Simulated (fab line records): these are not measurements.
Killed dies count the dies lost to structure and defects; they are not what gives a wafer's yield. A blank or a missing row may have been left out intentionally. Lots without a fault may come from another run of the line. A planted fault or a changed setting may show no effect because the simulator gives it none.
The tool behind it: which one? | flow gf180mcu | 7 lots, 21 wafers sampled, at 1 step of a route of 602

== WHAT THE GAUGES READ, wafer by wafer ==
GF_V2_THK_MEAS_03.
lot  | measured     | on            | V2_CVD_02_THK (nm)
L327 | day 19 21:54 | film-metro-02 | 837 844 847
L331 | day 21 15:32 | film-metro-01 | 844 854 853
L334 | day 22 07:05 | film-metro-01 | 838 864 850
L340 | day 24 10:07 | film-metro-02 | 838 840 852
L343 | day 25 20:12 | film-metro-01 | 839 854 857
L346 | day 26 13:27 | film-metro-04 | 858 850 862
L349 | day 27 05:22 | film-metro-01 | 846 846 850

== WHICH TOOL RAN EACH LOT (tool, then ch and the chambers of the sampled wafers, then the start) ==
There is no process step in the record ahead of these readings.

== THE ANSWER, worked out from the rows above alone ==
Rule: usual is defined by the lots themselves. The widest of any qualifying gaps counts: lots, ordered by their means at a reading, are off when they make up no more than a third of the lots, leave a main group of 4 or more, and stand apart from it by 3 or more times the standard deviation of that group's means. The tables above print the reading to a certain number of digits; a main group whose means all agree to those digits is not used. Also off: a lot with no number at a reading for which 4 or more lots have one. Where the step has rows for the other lots, those lots are counted as sound.
No lot is off at any reading shown: from this, nothing can be told.

== WHAT HAD BEEN PUT IN BY THE SIMULATOR ==
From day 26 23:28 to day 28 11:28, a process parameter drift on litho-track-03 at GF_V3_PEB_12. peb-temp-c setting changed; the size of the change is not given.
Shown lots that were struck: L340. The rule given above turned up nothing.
